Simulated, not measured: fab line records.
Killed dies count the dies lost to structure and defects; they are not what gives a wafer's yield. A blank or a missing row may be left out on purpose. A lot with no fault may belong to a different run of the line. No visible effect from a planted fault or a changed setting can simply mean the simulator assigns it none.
Lot-split experiment | flow sky130 | on a route of 708 steps: 5 lots, 23 wafers read

== THE SPLIT ITSELF ==
At SKY_NWELL_SOFTBAKE_19, the setting temp_c was moved away from the recipe's 110 C on 11 of the 23 wafers read, by -3.2% to +3.4%. All remaining wafers had this setting at the recipe value.

== FROM THE SPLIT TO THE READING: what the file shows between them, 2 steps ==
- SKY_NWELL_EXPOSE_20: exposes mask NWM COMPLEMENT, target cd 840 nm
- SKY_NWELL_PEB_21

== THE READING ==
coat_of_NWELL_COAT_18.thk_nm (the simulator's own value, which no gauge read), in nm, at SKY_NWELL_DEVELOP_22 (develop time 60 s). There is no usual value for it anywhere in the file. Average 3003 nm, standard deviation 5.5 nm, over the 12 wafers here run with the recipe.

wafer  | tool, chamber at the split | temp_c as run, C | against the recipe | coat_of_NWELL_COAT_18.thk_nm, nm | against lot-mates on the recipe
L075.1 | litho_track-04, 0          | 110              | recipe             | 3012                             | -
L075.2 | litho_track-04, 0          | 106.5            | -3.2%              | 3033                             | +25
L075.5 | litho_track-04, 0          | 106.5            | -3.2%              | 3033                             | +25
L075.4 | litho_track-04, 0          | 110              | recipe             | 3003                             | -
L075.6 | litho_track-04, 0          | 110              | recipe             | 3009                             | -
L078.1 | litho_track-04, 0          | 110              | recipe             | 2997                             | -
L078.4 | litho_track-04, 0          | 110              | recipe             | 3005                             | -
L078.6 | litho_track-04, 0          | 110              | recipe             | 3005                             | -
L079.1 | litho_track-02, 0          | 110              | recipe             | 3011                             | -
L079.3 | litho_track-02, 0          | 111.7            | +1.5%              | 2982                             | -24
L079.4 | litho_track-02, 0          | 111.7            | +1.5%              | 2991                             | -15
L079.5 | litho_track-02, 0          | 110              | recipe             | 3001                             | -
L079.6 | litho_track-02, 0          | 111.7            | +1.5%              | 2988                             | -18
L084.1 | litho_track-03, 0          | 110              | recipe             | 3002                             | -
L084.3 | litho_track-03, 0          | 113.7            | +3.4%              | 2964                             | -34
L084.4 | litho_track-03, 0          | 113.7            | +3.4%              | 2966                             | -32
L084.5 | litho_track-03, 0          | 113.7            | +3.4%              | 2966                             | -32
L084.6 | litho_track-03, 0          | 110              | recipe             | 2993                             | -
L085.1 | litho_track-04, 0          | 106.8            | -2.9%              | 3023                             | +24
L085.2 | litho_track-04, 0          | 106.8            | -2.9%              | 3025                             | +26
L085.3 | litho_track-04, 0          | 106.8            | -2.9%              | 3018                             | +18
L085.4 | litho_track-04, 0          | 110              | recipe             | 3002                             | -
L085.6 | litho_track-04, 0          | 110              | recipe             | 2997                             | -

THE FIT
A straight line over all 23 wafers: coat_of_NWELL_COAT_18.thk_nm changes by -9.36 nm for each +1% of temp_c; r = -0.96; the points scatter about the line by 5.6 nm.
The same after taking each lot's own level away (the mean of its wafers on the recipe; 23 wafers): -8.86 nm for each +1%; r = -0.98; scatter 4.1 nm.
According to that fit, moving temp_c by its largest amount changes the reading by 30 nm.
Measured against the standard deviation above, the lots' own levels, which go from 2997.5 to 3008.0 nm, span 1.9 times it.
So the lot-to-lot level changes the slope little: the two slopes agree.
Check: -31.1 nm against its lot-mates is what the line predicts for one of the wafers moved furthest among these (+3.4%) when that wafer is left out of the fit. Against them it came out at -33.5 nm.

== ADDITIONAL SPLITS CARRIED BY THESE WAFERS ==
These wafers also went through other splits before the reading. Each is held against what the fit with the lots' levels taken away leaves over:
other split on the same wafers       | wafers away from the commonest value | r with coat_of_NWELL_COAT_18.thk_nm (lot level and that fit taken away)
SKY_FIELD_ISO_OXIDATION_01 ox_time_s | 15                                   | +0.01
SKY_FIELD_ISO_EXPOSE_10 dose_mj      | 6                                    | +0.12
SKY_NWELL_IMPLANT_11 energy_kev      | 11                                   | -0.19

== THE WHOLE CHAIN: every reading that the file lists as answering this split, in the file's order ==
step                 | what it does      | reading                                                                       | change (the file's fit)              | r (the file's)
SKY_NWELL_DEVELOP_22 | develop time 60 s | coat_of_NWELL_COAT_18.thk_nm (the simulator's own value, which no gauge read) | -8.77 nm for each +1% of the setting | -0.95
SKY_NWELL_STRIP_25   | strips in O2/N2   | strip_time_to_endpoint_s                                                      | withheld for each +1% of the setting | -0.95

== THE FILE'S OWN FIT ==
coat_of_NWELL_COAT_18.thk_nm changes by -8.77 nm for each +1% of temp_c, r = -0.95.
